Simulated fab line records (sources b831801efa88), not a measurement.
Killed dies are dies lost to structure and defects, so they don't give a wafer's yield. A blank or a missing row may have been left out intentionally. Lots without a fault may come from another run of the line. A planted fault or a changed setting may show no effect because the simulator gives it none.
Chamber matching :: flow gf180mcu :: 4 sister chambers for GF_V3_CMP_04 on cmp-02
The step polishes SiO2. 8 wafers are shown with their chamber, then 7 later ones without.

WAFERS PAIRED WITH THEIR CHAMBERS
wafer: L176.6
chamber: 1
motor_current_A (A): 11.3
time_to_endpoint_s (s): 87

wafer: L182.6
chamber: 1
motor_current_A (A): 11.4
time_to_endpoint_s (s): 77

wafer: L184.5
chamber: 3
motor_current_A (A): 13.4
time_to_endpoint_s (s): 76

wafer: L184.6
chamber: 2
motor_current_A (A): 10.3
time_to_endpoint_s (s): 78

wafer: L185.1
chamber: 2
motor_current_A (A): 10.9
time_to_endpoint_s (s): 82

wafer: L185.2
chamber: 0
motor_current_A (A): 12.2
time_to_endpoint_s (s): 86

wafer: L191.1
chamber: 0
motor_current_A (A): 12.7
time_to_endpoint_s (s): 78

wafer: L191.2
chamber: 3
motor_current_A (A): 13.8
time_to_endpoint_s (s): 74

WAFERS WITH NO CHAMBER GIVEN
wafer: L191.5
motor_current_A (A): 13.8
time_to_endpoint_s (s): 85

wafer: L197.3
motor_current_A (A): 13.4
time_to_endpoint_s (s): 82

wafer: L197.5
motor_current_A (A): 12.3
time_to_endpoint_s (s): 91

wafer: L197.6
motor_current_A (A): 13.1
time_to_endpoint_s (s): 89

wafer: L198.2
motor_current_A (A): 14.1
time_to_endpoint_s (s): 81

wafer: L198.4
motor_current_A (A): 10.9
time_to_endpoint_s (s): 78

wafer: L198.5
motor_current_A (A): 10.2
time_to_endpoint_s (s): 81

EACH ONE'S CHAMBER
wafer: L191.5
from the rows above: 3
in truth: 3

wafer: L197.3
from the rows above: can't be placed: 3 or 0
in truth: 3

wafer: L197.5
from the rows above: can't be placed: 0 or 1
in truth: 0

wafer: L197.6
from the rows above: can't be placed: 0 or 3
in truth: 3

wafer: L198.2
from the rows above: 3
in truth: 3

wafer: L198.4
from the rows above: can't be placed: 2 or 1
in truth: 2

wafer: L198.5
from the rows above: 2
in truth: 2
Placed correctly: 3 of 7. From these rows, 4 cannot be placed; in 4 the true chamber is one of the candidates. Wrongly placed: 0.
How it was worked out, from the rows above alone: a wafer's distance from a chamber is the root of the sum, over the readings, of the square of ((its reading less the chamber's mean) divided by the reading's scatter). The wafer belongs to the nearest chamber; if the next one is less than 2 further off, it can't be placed. The mean given for a chamber averages the wafers shown for that chamber. The scatter: the root of (the sum of the squares of (reading less its chamber's mean) over the shown wafers, divided by (wafers less chambers)).
